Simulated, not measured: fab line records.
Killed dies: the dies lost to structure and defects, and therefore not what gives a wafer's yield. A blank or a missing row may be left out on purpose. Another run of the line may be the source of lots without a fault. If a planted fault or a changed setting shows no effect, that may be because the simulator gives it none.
Code-filled problem report in 8D (eight disciplines) form / flow gf180mcu / the parts of the form that need people (team, actions taken, sign-off) are left out

== 1. WHAT WENT WRONG ==
At GF_M2_METAL_ETCH_16, run_length_s averages 146.5 s over 4 wafers from 3 lots, while fault-free wafers read 153.2 s, standard deviation 0.51. That puts it -13 standard deviations away from the usual mean.
The step: etches the open film in Cl2/BCl3, stops on SiO2, target depth 750.8 nm, time 125.1 s.
Seen first at day 24 11:53 on rie_metal-03, wafer L561.2. Wafers with a number at this step in the record: 33, from 11 lots. Rule for "out" (also "out of limits"): further than 4 standard deviations from the usual mean. The other wafers with a number count as sound.

== 2. WHAT IT IS, WHAT IT ISN'T ==
question=which readings at this step | is=run_length_s | is not=drypump_motor_current_A
question=which lots | is=L561, L562, L565 | is not=L550, L551, L552, L553, L557, L559, L560, L571
question=which wafers of those lots | is=L561.2, L562.1, L562.2, L565.1 | is not=L561.3, L561.5, L562.4, L565.3, L565.5
question=read on which tools | is=rie_metal-03 | is not=rie_metal-01, rie_metal-04
question=when | is=from day 24 11:53 | is not=up to then (23 sound wafers); but 6 sound wafers of L562, L565, L571 came after

== 3. SUSPECTS, AND WHAT RULES EACH OUT ==
Counting: any tool at a process step up to the reading remains a suspect provided it ran every lot that is out. Sound lots after the first of them don't rule it out here, since some wafers of a struck lot are sound.
- rie_metal-03 at GF_M2_METAL_ETCH_16 (etches the open film in Cl2/BCl3, stops on SiO2, target depth 750.8 nm, time 125.1 s): kept. It ran every lot that is out, first L561 (day 24 11:53); its last sound lot up to then is L560 (day 24 07:02). On those wafers its own readings are out: run_length_s.
Left after counting: rie_metal-03 at GF_M2_METAL_ETCH_16.

== 4. THE CAUSE (what the simulator had put in) ==
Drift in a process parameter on rie_metal-03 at GF_M2_METAL_ETCH_16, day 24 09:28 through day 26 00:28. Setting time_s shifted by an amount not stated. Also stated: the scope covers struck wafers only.
Only this tool survived the counting.

== 5. THE EFFECT CHAIN, in route order ==
Each row: a reading where the mean over the struck wafers with a number is more than 3 standard deviations away from the usual. Readings are gone through only where the record gives a usual standard deviation; hours: the median, over the lots, of the time from a lot's start at the first step in this table giving one to that lot's start at this step; sigmas: the change measured in usual standard deviations.
hours=0; step=GF_M2_METAL_ETCH_16; reading=run_length_s; usual=153.2 s; on struck wafers=146.5; change=-6.7; sigmas=-13
hours=0; step=GF_M2_STRIP_17; reading=strip_time_to_endpoint_s; usual=7.38 s; on struck wafers=7.52; change=+0.14; sigmas=+3.4
Process steps it contains:
- GF_M2_METAL_ETCH_16: etches the open film in Cl2/BCl3, stops on SiO2, target depth 750.8 nm, time 125.1 s.
- GF_M2_STRIP_17: strips in O2/N2.
At these later measuring or inspecting steps, every struck wafer for which the step has a row has a number for every such reading, and none has moved that far: GF_TOP_METAL_CD_MEAS_14.

== 6. WHAT WOULD HAVE CAUGHT IT SOONER ==
In this record no reading fell out of limits until day 24 11:53, 2 hours after the fault had begun at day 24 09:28.
